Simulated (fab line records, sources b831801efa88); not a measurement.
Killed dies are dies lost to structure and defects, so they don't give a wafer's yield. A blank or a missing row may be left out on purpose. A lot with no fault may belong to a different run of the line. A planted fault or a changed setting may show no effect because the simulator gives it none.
Matching of chambers || flow sky130 || SKY_VIA1_CMP_02 on cmp-01 has 4 sister chambers
The step polishes SiO2. 4 wafers are shown with their chamber, then 12 later ones without.

EACH WAFER AND ITS CHAMBER
{"wafer": "L086.1", "chamber": 2, "motor-current-A (A)": 10.9}
{"wafer": "L086.6", "chamber": 1, "motor-current-A (A)": 13.4}
{"wafer": "L088.3", "chamber": 3, "motor-current-A (A)": 11.7}
{"wafer": "L088.6", "chamber": 0, "motor-current-A (A)": 11.5}

WAFERS WHOSE CHAMBER IS MISSING
{"wafer": "L089.2", "motor-current-A (A)": 13.0}
{"wafer": "L089.3", "motor-current-A (A)": 11.5}
{"wafer": "L089.5", "motor-current-A (A)": 13.3}
{"wafer": "L091.1", "motor-current-A (A)": 11.3}
{"wafer": "L091.2", "motor-current-A (A)": 13.1}
{"wafer": "L091.4", "motor-current-A (A)": 11.0}
{"wafer": "L094.3", "motor-current-A (A)": 11.1}
{"wafer": "L094.4", "motor-current-A (A)": 13.3}
{"wafer": "L094.5", "motor-current-A (A)": 11.2}
{"wafer": "L095.1", "motor-current-A (A)": 11.2}
{"wafer": "L095.2", "motor-current-A (A)": 13.3}
{"wafer": "L095.5", "motor-current-A (A)": 10.6}

CHAMBER TAKEN BY EACH
{"wafer": "L089.2", "from the rows above": 1, "in truth": 1}
{"wafer": "L089.3", "from the rows above": "can't be placed: 0 or 3", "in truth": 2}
{"wafer": "L089.5", "from the rows above": 1, "in truth": 1}
{"wafer": "L091.1", "from the rows above": "can't be placed: 0 or 3 or 2", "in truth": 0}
{"wafer": "L091.2", "from the rows above": 1, "in truth": 1}
{"wafer": "L091.4", "from the rows above": "can't be placed: 2 or 0", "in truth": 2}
{"wafer": "L094.3", "from the rows above": "can't be placed: 2 or 0 or 3", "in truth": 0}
{"wafer": "L094.4", "from the rows above": 1, "in truth": 1}
{"wafer": "L094.5", "from the rows above": "can't be placed: 2 or 0 or 3", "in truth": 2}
{"wafer": "L095.1", "from the rows above": "can't be placed: 2 or 0 or 3", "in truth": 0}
{"wafer": "L095.2", "from the rows above": 1, "in truth": 1}
{"wafer": "L095.5", "from the rows above": 2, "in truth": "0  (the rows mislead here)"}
Correctly placed: 5 of 12. Can't be placed from these rows: 6 (the true chamber is among the candidates in 5). Placed wrongly: 1.
How it was worked out, from the rows above alone: a wafer's distance from a chamber is the root of the sum, over the readings, of the square of ((its reading less the chamber's mean) divided by the reading's scatter). If the next closest chamber is less than 2 further off than the closest, the wafer can't be placed; otherwise it belongs to the closest. Each chamber's mean is taken over the wafers shown for it. The scatter (one wafer shown for each chamber): square how far every hidden wafer sits from the nearest shown wafer, average those squares and take the square root.
